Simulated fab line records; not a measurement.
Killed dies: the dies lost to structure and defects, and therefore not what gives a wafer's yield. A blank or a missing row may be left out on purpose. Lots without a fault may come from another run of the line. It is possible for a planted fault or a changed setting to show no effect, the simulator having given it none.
Struck lot and sound lot, side by side -- flow sky130 -- 26 out of 708 route steps
Sound: the wafers L223.1, L223.5, L223.6. Wafers L228.1, L228.2, L228.5 were the ones struck. At the end, the cause is stated.
Each step with rows lists, per side, the tool, then ch with its chambers, then its first start. Under that, the readings that differ: sound wafers -- struck wafers -- difference of the means -- sigmas: that difference in standard deviations of wafers without a fault.
alike: same words and numbers on both sides, and readings whose means sit less than 2 such deviations apart. not compared: any withheld reading, any reading some wafer has no value for, any bound like >300 that may hide the same value, and any number with overlapping values for which the record gives no deviation.
Wherever a step has rows on one side only, a row that says differs or no value, or a row with sigmas, the two part there. Numbers that have no deviation but don't overlap get no sigmas and don't part them. A reading that every wafer of one side lacks parts them only if that side has two wafers or more.

first, 3 steps without rows for these wafers: SKY_FIELD_ISO_WET_ETCH_30 (etches SiO2 in dHF, target depth 25 nm, time 50 s); SKY_NWELL_CLEAN_00 (cleans in SC1/SC2, time 150 s); SKY_NWELL_OXIDATION_01 (stabilise 600 s, purge 300 s, target thk 10 nm).
SKY_NWELL_THK_MEAS_02:
  sound: filmMetro-03 at day 3 10:04; struck: filmMetro-04 at day 4 09:48
  alike: NWELL_OXIDATION_THK
then, 8 steps without rows for these wafers: SKY_DNWELL_DEHYDRATE_00 (time 60 s); SKY_DNWELL_HMDS_01 (prime time 60 s); SKY_DNWELL_COAT_02 (resist thk 3000 nm); SKY_DNWELL_SOFTBAKE_03; SKY_DNWELL_EXPOSE_04 (exposes mask DNM, target cd 3000 nm); SKY_DNWELL_PEB_05; SKY_DNWELL_DEVELOP_06 (develop time 60 s); SKY_DNWELL_IMPLANT_07.
SKY_DNWELL_STRIP_08: strips in O2/N2.
  sound on plasmaAsher-02 ch 0,1, day 4 02:54; struck on plasmaAsher-04 ch 0,1, day 5 02:45
  no value came back on the struck wafers for chamberPressureMTorr (mTorr), drypumpMotorCurrentA (A), oesProductAu (a.u.), stripTimeToEndpointS (s); on the sound wafers chamberPressureMTorr (mTorr) reads 1500.2 1498.4 1501.1
reading,sound,struck,difference,sigmas
model.coat_of_DNWELL_COAT_02.thkNm (nm),0 0 0,3004 2997 2997,+2999,
  not compared: rfHoursCounterH
SKY_DNWELL_TW_MEAS_09:
  sound: filmMetro-03 at day 4 03:00; struck: filmMetro-01 at day 5 02:51
  alike: DNWELL_TW
then, 7 steps without rows for these wafers: SKY_PWDE_DEHYDRATE_00 (time 60 s); SKY_PWDE_HMDS_01 (prime time 60 s); SKY_PWDE_COAT_02 (resist thk 3000 nm); SKY_PWDE_SOFTBAKE_03; SKY_PWDE_EXPOSE_04 (exposes mask PWDEM, target cd 840 nm); SKY_PWDE_PEB_05; SKY_PWDE_DEVELOP_06 (develop time 58.67 s).
SKY_PWDE_OVL_MEAS_07:
  sound: overlay-02 at day 4 20:39; struck: overlay-02 at day 5 20:20
  alike: PWDE_OVL
next, for these wafers, 1 step has no rows: SKY_PWDE_IMPLANT_08.
SKY_PWDE_STRIP_09: strips in O2/N2.
  sound on plasmaAsher-02 ch 0,1, day 4 20:50; struck on plasmaAsher-03 ch 0,1, day 5 20:31
reading,sound,struck,difference,sigmas
oesProductAu (a.u.),0.728 0.718 0.723,0.749 0.741 0.744,+0.022,+4
stripTimeToEndpointS (s),36.97 37.01 36.99,81.32 81.29 81.26,+44.30,+99 or more
  alike: chamberPressureMTorr, drypumpMotorCurrentA
  not compared: rfHoursCounterH
SKY_PWDE_TW_MEAS_10:
  sound: filmMetro-01 at day 4 20:56; struck: filmMetro-01 at day 5 20:37
reading,sound,struck,difference,sigmas
PWDE_TW,365 364 365,29 29 29,-336,-78
then, 1 step without rows for these wafers: SKY_NWELL_DEHYDRATE_03 (time 60 s).

## WHERE THEY PART
Earliest at SKY_DNWELL_STRIP_08; latest, in this record, at SKY_PWDE_TW_MEAS_10.

WHY: what had been put in by the simulator
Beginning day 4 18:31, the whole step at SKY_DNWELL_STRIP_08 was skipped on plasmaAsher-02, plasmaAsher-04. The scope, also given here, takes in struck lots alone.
